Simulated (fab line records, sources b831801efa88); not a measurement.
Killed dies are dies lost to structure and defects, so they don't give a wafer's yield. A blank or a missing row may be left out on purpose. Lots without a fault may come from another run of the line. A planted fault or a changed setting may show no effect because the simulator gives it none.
fab line records | flow sky130
record lots=5 wafers=12 last_day=50
route steps=708 shown LOCAL_INTERCONNECT@394 CONTACT@406 PAD_OPEN@708
lots that met no fault: from a run of the same line without faults
start_h: hours from the record's first day to the start of the lot's first wafer shown | wait_h: hours since the lot's step before | " the same as in the row above | L1.1+2: a row that stands for several wafers | - no value, or no start given | * or withheld: withheld | < > ~ a bound
route shown NAME@n: a module of which the file shows steps, and the number in the route of the first | usual: mean/standard deviation of fault-free wafers | same: alike in all rows | chamber/n: place in a boat | sites: the reading at each site | _std_site: their standard deviation | _edge_site: outer sites' mean less inner sites' | radius_mm: how far each site lies from the wafer's centre | mask NAME#n: copy n | behind: the tool/chamber that last shaped the wafer | hold: why the lot was held/for how many hours/how that ended | device: the transistor (n, p or np) that didn't switch | end of line: the same wafers' tests at the end of the route | a step without rows: its recipe alone | killed: dies lost to structure and defects at the first sort, not the wafer's yield | map: a wafer's dies, x killed, . not, _ none there
set.NAME: the setting as run; set.NAME@STEP: as run at that earlier step | model.NAME: the simulator's own value behind a step, which no gauge read
lots at some steps of the route; a table a step, a row a wafer
services: from which hour (start_h, from the record's first day; less than 0 if before it) a tool's chamber was out of use, for how many hours, and why
## steps
# step SKY_LOCAL_INTERCONNECT_SOFTBAKE_07
# recipe temp_c=100 time_s=90 resist=KrF-thick
# step SKY_LOCAL_INTERCONNECT_EXPOSE_08
# recipe mask_id=LI1M na=0.8 source_shape=annular sigma_inner=0.55 sigma_outer=0.85 target_cd_nm=170 dose_mj=28
# step SKY_LOCAL_INTERCONNECT_PEB_09
# recipe peb_temp_c=withheld peb_time_s=withheld resist=KrF-thick
# step SKY_LOCAL_INTERCONNECT_DEVELOP_10
# recipe develop_time_s=60 resist=KrF-thick dev_temp_c=21
# step SKY_LOCAL_INTERCONNECT_ETCH_13
# recipe chemistry=N2/H2 target=BARC ion_energy_ev=200 bias_w=100 pressure_mtorr=30 n2_flow_sccm=100 h2_flow_sccm=200 icp_w=500 stop_on=SiO2 time_s=45.9 target_depth_a=600
# step SKY_LOCAL_INTERCONNECT_METAL_ETCH_14
# recipe target_depth_nm=110 stop_on=PSG chemistry=Cl2/BCl3 target=TiN resist_sidewall_deg=88 pressure_mtorr=10 icp_w=900 bias_w=48.5 Cl2_flow_sccm=60 bcl3_flow_sccm=30 time_s=31.4
# step SKY_LOCAL_INTERCONNECT_STRIP_15
# recipe chemistry=O2/N2 power_w=1400 pressure_mtorr=1500 platen_temp_c=withheld o2_flow_sccm=3000 n2_flow_sccm=300 overash_fraction=0.5
# step SKY_LOCAL_INTERCONNECT_STRIP_16
# recipe chemistry=post_etch_residue_remover time_s=1200 temp_c=72.5
# step SKY_LOCAL_INTERCONNECT_CLEAN_17
# recipe chemistry=IPA time_s=180 temp_c=25
# step SKY_LOCAL_INTERCONNECT_CLEAN_18
# recipe chemistry=O3/DIW dry=n2_spin
# step SKY_CONTACT_CVD_00
# recipe material=Si3N4 target_thk_nm=75 temp_c=400 time_s=withheld rf_w=450
# usual heater_power_w=688/93 rf_fwd_power_W=444.2/1.7
# columns lot.wafer tool chamber start_h wait_h heater_power_w rf_fwd_power_W model.Si3N4_of_CONTACT_CVD_00.thk_nm
L481.3 pecvd-04 2 749.08 0.0 553 445.6 75.68
L481.4 " 1 " " 656 441.0 76.39
L481.5 " 0 " " 612 444.1 76.78
L488.2 pecvd-04 0 813.01 0.0 667 444.4 101.5
L488.6 " 0 " " 656 445.0 104.1
L490.1 pecvd-04 2 825.15 0.0 578 446.3 76.89
L490.6 " 1 " " 664 445.1 104.7
L492.1 pecvd-04 0 835.20 0.0 585 443.6 75.27
L492.6 " 1 " " 681 444.5 103.3
L497.1 pecvd-01 2 869.44 0.0 926 444.6 74.2
L497.2 " 1 " " 644 444.9 74.84
L497.6 " 2 " " 902 445.7 75.03
# step SKY_CONTACT_THK_MEAS_01
# recipe reads=Si3N4_of_CONTACT_CVD_00
# usual CONTACT_CVD_00_THK=75.1/0.98
# columns lot.wafer tool chamber start_h wait_h hold CONTACT_CVD_00_THK[nm]
L481.3 film_metro-02 - 749.14 - - 75.8
L481.4 " - " " - 76.4
L481.5 " - " " - 76.8
L488.2 film_metro-03 - 813.05 - await_dispo/0.2h/release 101.5
L488.6 " - " " await_dispo/0.2h/release 104.1
L488.2 film_metro-03 - 813.37 0.3 - 101.3
L488.6 " - " " - 104.0
L490.1 film_metro-02 - 825.18 - await_dispo/0.2h/release 76.9
L490.6 " - " " await_dispo/0.2h/release 104.7
L490.1 film_metro-02 - 825.41 0.2 - 76.9
L490.6 " - " " - 104.6
L492.1 film_metro-03 - 835.23 - await_dispo/0.2h/release 75.3
L492.6 " - " " await_dispo/0.2h/release 103.3
L492.1 film_metro-03 - 835.56 0.3 - 75.3
L492.6 " - " " - 103.3
L497.1 film_metro-03 - 869.47 - - 74.2
L497.2 " - " " - 74.8
L497.6 " - " " - 75.0
# step SKY_CONTACT_CMP_04
# recipe material=SiO2 down_force_psi=4 platen_rpm=60 pad_velocity_m_s=0.94248
# step SKY_CONTACT_DEHYDRATE_06
# recipe temp_c=200 time_s=60
# step SKY_CONTACT_HMDS_07
# recipe prime_time_s=60 prime_temp_c=120
# step SKY_CONTACT_COAT_08
# recipe resist=BARC temp_c=withheld time_s=withheld spin_rpm=3000 resist_thk_nm=60
# step SKY_CONTACT_COAT_09
# recipe resist=KrF-thick spin_rpm=3000 resist_thk_nm=450
# step SKY_CONTACT_SOFTBAKE_10
# recipe temp_c=100 time_s=90 resist=KrF-thick
# step SKY_CONTACT_EXPOSE_11
# recipe mask_id=CTM1 na=0.8 source_shape=annular sigma_inner=0.55 sigma_outer=0.85 target_cd_nm=170 dose_mj=38
# step SKY_CONTACT_PEB_12
# recipe peb_temp_c=withheld peb_time_s=withheld resist=KrF-thick
# step SKY_CONTACT_DEVELOP_13
# recipe develop_time_s=60 resist=KrF-thick dev_temp_c=21
# step SKY_CONTACT_ETCH_16
# recipe chemistry=N2/H2 target=BARC ion_energy_ev=200 source_w=500 bias_w=100 pressure_mtorr=30 n2_flow_sccm=100 h2_flow_sccm=200 stop_on=SiO2 time_s=45.9 target_depth_a=600
# step SKY_CONTACT_ETCH_17
# recipe target=SiO2 chemistry=C4F8/O2/Ar stop_on=Si3N4 mask_material=KrF-thick source_w=1500 bias_w=1200 pressure_mtorr=40 c4f8_flow_sccm=withheld O2_flow_sccm=6 Ar_flow_sccm=300 time_s=withheld target_depth_a=3400
# step SKY_CONTACT_ETCH_18
# recipe target=Si3N4 chemistry=CHF3/O2 stop_on=TiN source_w=600 bias_w=200 pressure_mtorr=40 chf3_flow_sccm=50 O2_flow_sccm=5 time_s=39 target_depth_a=750
# usual O2_flow_sccm=4.999/0.014 drypump_motor_current_A=5.8/0.34 oes_product_au=0.855/0.0076 rf_fwd_power_W=594.0/2.5 throttle_valve_pct=8.794/0.0098
# columns lot.wafer tool chamber start_h wait_h O2_flow_sccm drypump_motor_current_A oes_product_au rf_fwd_power_W rf_hours_counter_h throttle_valve_pct model.etch.depth_nm
L481.3 rie_diel-04 0 - - 5.001 5.5 0.860 594.1 14 8.803 75.68
L481.4 " 2 " " 4.975 5.4 0.865 594.9 16 8.802 76.39
L481.5 " 1 " " 5.002 6.1 0.867 594.1 - 8.805 76.78
L488.2 rie_diel-04 3 - - 5.018 6.3 0.998 598.1 12 8.829 95.74
L488.6 " 2 " " 4.969 5.4 0.987 596.8 - 8.822 95.25
L490.1 rie_diel-04 0 - - 4.989 5.5 0.867 593.3 16 8.790 76.89
L490.6 " 0 " " 4.999 5.6 0.970 591.8 - 8.815 93.58
L492.1 rie_diel-04 0 - - 4.983 5.5 0.860 590.8 16 8.784 75.27
L492.6 " 0 " " 4.982 5.5 0.977 592.2 - 8.814 94.68
L497.1 rie_diel-01 2 - - 4.978 5.8 0.849 590.0 25 8.811 74.2
L497.2 " 1 " " 4.997 5.4 0.857 590.7 22 8.797 74.84
L497.6 " 3 " " 5.006 5.8 0.857 597.4 - 8.791 75.03
# step SKY_CONTACT_STRIP_19
# recipe chemistry=O2/N2 power_w=1400 pressure_mtorr=1500 platen_temp_c=withheld o2_flow_sccm=3000 n2_flow_sccm=300 overash_fraction=0.5
# step SKY_PAD_OPEN_PROBE_99
# usual killed_at_M0_to_M3=44/6.9 killed_at_M4_up=3.3/2.1 killed_at_contacts=24/4.8 killed_at_front_end=15/4.4 killed_dies=87/9.5 killed_on_rim=17/4 killed_open=48/6.5 killed_short=39/6.3
# same gross_dies=492 killed_at_back_side=0 killed_at_other=0
# columns lot.wafer tool chamber start_h wait_h hold killed_at_M0_to_M3 killed_at_M4_up killed_at_contacts killed_at_front_end killed_dies killed_on_rim killed_open killed_short
L481.3 prober-01 - 1106.67 0.2 - 41 4 24 16 85 19 45 40
L481.4 prober-01 - 1106.72 0.2 - 48 0 31 14 93 19 51 42
L481.5 prober-01 - 1106.77 0.2 - 48 7 22 28 105 25 53 50
L488.2 prober-02 - 1153.55 0.1 await_dispo/3.3h/release 40 6 419 24 489 96 49 44
L488.6 prober-02 - 1153.75 0.2 await_dispo/3.3h/release 49 2 419 22 492 96 46 45
L490.1 prober-02 - 1161.16 0.1 await_dispo/1.0h/release 52 2 23 10 87 18 49 38
L490.6 prober-02 - 1161.41 0.2 await_dispo/1.0h/release 39 4 432 17 492 96 43 40
L492.1 prober-02 - 1168.12 0.1 await_dispo/3.2h/scrap 45 4 23 9 81 22 41 39
L492.6 prober-02 - 1168.37 0.2 await_dispo/3.2h/scrap 40 1 441 10 492 96 39 34
L497.1 prober-01 - 1189.06 0.1 - 40 8 23 20 91 17 49 42
L497.2 prober-01 - 1189.11 0.1 - 53 2 26 12 93 14 60 33
L497.6 prober-01 - 1189.31 0.2 - 35 2 32 18 87 12 53 33
# killed by level:class
L481.3 VIA1:geometric_particle:open=14 CONTACT:geometric_particle:open=9 LI_CONTACT:geometric_particle:open=6 POLY_GATE:geometric_particle:short=5 VIA1:geometric_particle:short=5 VIA2:geometric_particle:open=5 VIA3:geometric_particle:open=5 LOCAL_INTERCONNECT:geometric_particle:short=4
L481.4 CONTACT:geometric_particle:open=13 VIA1:geometric_particle:open=12 METAL2:geometric_particle:short=9 LOCAL_INTERCONNECT:geometric_particle:short=8 VIA1:geometric_particle:short=7 VIA3:geometric_particle:open=6 POLY_GATE:geometric_particle:open=5 VIA2:geometric_particle:open=5
L481.5 VIA3:geometric_particle:open=11 CONTACT:geometric_particle:open=8 FIELD_ISO:geometric_particle:open=7 FIELD_ISO:geometric_particle:short=6 POLY_GATE:geometric_particle:short=6 VIA3:geometric_particle:short=6 POLY_GATE:geometric_particle:open=5 LI_CONTACT:geometric_particle:open=5
L488.2 CONTACT:area_etch=396 LI_CONTACT:geometric_particle:open=9 CONTACT:geometric_particle:open=8 VIA1:geometric_particle:open=7 FIELD_ISO:geometric_particle:short=6 POLY_GATE:geometric_particle:open=6 METAL2:geometric_particle:short=6 METAL1:geometric_particle:short=6
L488.6 CONTACT:area_etch=401 VIA1:geometric_particle:open=12 METAL2:geometric_particle:short=9 FIELD_ISO:geometric_particle:short=8 CONTACT:geometric_particle:open=6 METAL1:geometric_particle:short=6 FIELD_ISO:geometric_particle:open=5 CONTACT:geometric_particle:short=5
L490.1 VIA1:geometric_particle:open=11 VIA3:geometric_particle:open=10 CONTACT:geometric_particle:open=8 VIA2:geometric_particle:open=8 CONTACT:geometric_particle:short=7 VIA3:geometric_particle:short=6 VIA1:geometric_particle:short=5 LI_CONTACT:geometric_particle:open=4
L490.6 CONTACT:area_etch=409 METAL1:geometric_particle:short=9 FIELD_ISO:geometric_particle:open=7 VIA1:geometric_particle:open=7 LI_CONTACT:geometric_particle:open=6 CONTACT:geometric_particle:short=6 CONTACT:geometric_particle:open=6 METAL2:geometric_particle:short=6
L492.1 CONTACT:geometric_particle:open=9 VIA3:geometric_particle:open=8 VIA1:geometric_particle:open=8 FIELD_ISO:geometric_particle:short=5 LI_CONTACT:geometric_particle:open=5 METAL1:geometric_particle:short=5 METAL3:geometric_particle:short=5 METAL4:geometric_particle:short=4
L492.6 CONTACT:area_etch=418 CONTACT:geometric_particle:open=9 VIA1:geometric_particle:open=8 LOCAL_INTERCONNECT:geometric_particle:short=5 METAL1:geometric_particle:short=5 VIA1:geometric_particle:short=5 VIA2:geometric_particle:open=5 LI_CONTACT:geometric_particle:open=4
L497.1 VIA1:geometric_particle:open=12 CONTACT:geometric_particle:open=8 LI_CONTACT:geometric_particle:open=6 VIA2:geometric_particle:open=6 METAL4:geometric_particle:short=6 POLY_GATE:geometric_particle:short=5 VIA1:geometric_particle:short=5 FIELD_ISO:geometric_particle:open=4
L497.2 VIA1:geometric_particle:open=21 CONTACT:geometric_particle:open=9 VIA3:geometric_particle:open=7 LI_CONTACT:geometric_particle:open=6 CONTACT:geometric_particle:short=6 POLY_GATE:geometric_particle:open=5 VIA1:geometric_particle:short=5 VIA2:geometric_particle:open=5
L497.6 LI_CONTACT:geometric_particle:open=13 CONTACT:geometric_particle:open=9 VIA1:geometric_particle:open=8 POLY_GATE:geometric_particle:open=7 VIA1:geometric_particle:short=5 VIA2:geometric_particle:open=5 LOCAL_INTERCONNECT:geometric_particle:short=4 VIA3:geometric_particle:open=4
# map L488.6 (x killed, . not)
__________xxxxxxxxxx_________
________xxxxxxxxxxxxxx_______
______xxxxxxxxxxxxxxxxxx_____
_____xxxxxxxxxxxxxxxxxxxx____
____xxxxxxxxxxxxxxxxxxxxxx___
___xxxxxxxxxxxxxxxxxxxxxxxx__
__xxxxxxxxxxxxxxxxxxxxxxxxxx_
_xxxxxxxxxxxxxxxxxxxxxxxxxxxx
_xxxxxxxxxxxxxxxxxxxxxxxxxxxx
_xxxxxxxxxxxxxxxxxxxxxxxxxxxx
_xxxxxxxxxxxxxxxxxxxxxxxxxxxx
_xxxxxxxxxxxxxxxxxxxxxxxxxxxx
_xxxxxxxxxxxxxxxxxxxxxxxxxxxx
_xxxxxxxxxxxxxxxxxxxxxxxxxxxx
_xxxxxxxxxxxxxxxxxxxxxxxxxxxx
__xxxxxxxxxxxxxxxxxxxxxxxxxx_
___xxxxxxxxxxxxxxxxxxxxxxxx__
____xxxxxxxxxxxxxxxxxxxxxx___
_____xxxxxxxxxxxxxxxxxxxx____
______xxxxxxxxxxxxxxxxxx_____
________xxxxxxxxxxxxxx_______
__________xxxxxxxxxx_________
# map L490.6 (x killed, . not)
__________xxxxxxxxxx_________
________xxxxxxxxxxxxxx_______
______xxxxxxxxxxxxxxxxxx_____
_____xxxxxxxxxxxxxxxxxxxx____
____xxxxxxxxxxxxxxxxxxxxxx___
___xxxxxxxxxxxxxxxxxxxxxxxx__
__xxxxxxxxxxxxxxxxxxxxxxxxxx_
_xxxxxxxxxxxxxxxxxxxxxxxxxxxx
_xxxxxxxxxxxxxxxxxxxxxxxxxxxx
_xxxxxxxxxxxxxxxxxxxxxxxxxxxx
_xxxxxxxxxxxxxxxxxxxxxxxxxxxx
_xxxxxxxxxxxxxxxxxxxxxxxxxxxx
_xxxxxxxxxxxxxxxxxxxxxxxxxxxx
_xxxxxxxxxxxxxxxxxxxxxxxxxxxx
_xxxxxxxxxxxxxxxxxxxxxxxxxxxx
__xxxxxxxxxxxxxxxxxxxxxxxxxx_
___xxxxxxxxxxxxxxxxxxxxxxxx__
____xxxxxxxxxxxxxxxxxxxxxx___
_____xxxxxxxxxxxxxxxxxxxx____
______xxxxxxxxxxxxxxxxxx_____
________xxxxxxxxxxxxxx_______
__________xxxxxxxxxx_________
## services
# columns tool chamber start_h hours kind
rie_diel-01 2 727.19 1.8 repair
rie_diel-04 - 745.15 1.4 repair
rie_diel-04 1 756.91 - clean
rie_diel-04 1 756.91 18.6 scheduled_down
rie_diel-04 1 756.91 18.6 vent_cycle
pecvd-01 2 773.13 5.5 scheduled_down
pecvd-01 2 779.26 3.6 repair
rie_diel-04 2 799.75 5.8 repair
pecvd-01 - 800.27 4.3 pm
rie_diel-04 0 810.64 12.0 repair
rie_diel-01 - 814.46 0.8 repair
pecvd-01 - 819.92 2.8 pm
rie_diel-01 0 875.66 63.3 repair
rie_diel-04 - 888.51 1.7 repair
pecvd-04 2 889.92 2.1 scheduled_down
rie_diel-04 3 894.24 13.2 repair
## key
first_sign step=SKY_CONTACT_THK_MEAS_01 reading=visit direction=added
effect step=SKY_CONTACT_THK_MEAS_01 reading=CONTACT_CVD_00_THK direction=up sigmas=29 usual=75.1 struck=103.4
effect step=SKY_CONTACT_ETCH_18 reading=oes_product_au direction=up sigmas=17 usual=0.855 struck=0.983
effect step=SKY_PAD_OPEN_PROBE_99 reading=killed_at_contacts direction=up sigmas=84 usual=24 struck=428
model_effect step=SKY_CONTACT_CVD_00 value=Si3N4_of_CONTACT_CVD_00.thk_nm without=75.17 struck=103.4
model_effect step=SKY_CONTACT_ETCH_18 value=etch.depth_nm without=75.17 struck=94.81
more_kills_born_at SKY_CONTACT_ETCH_18@rie_diel-04=1624
met_at SKY_CONTACT_CVD_00
struck_wafers L488.2,L488.6,L490.6,L492.6
later_rows_left_out L488.2,L488.6,L490.6,L492.6
tester_left_out L488,L490,L492
onset_between 749.08 813.01
fault kind=process_parameter_drift tool=pecvd-04 chamber=- onset_h=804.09 steps=SKY_CONTACT_CVD_00 channel=target_thk_nm offset=28.104 shape=step end_h=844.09 scope=struck_wafers_only acts_in=these_recipes_only stated=75
# tester_left_out: of these lots the tester's yield and bins aren't shown, on N5 and GAA mostly nor the transistor test; their killed dies are dies lost to structure and defects alone, not to doping, threshold or leakage, so they don't give the yield
# later_rows_left_out: the simulator's readings of these wafers behind a module that went badly wrong aren't trusted and aren't shown, but for the sort
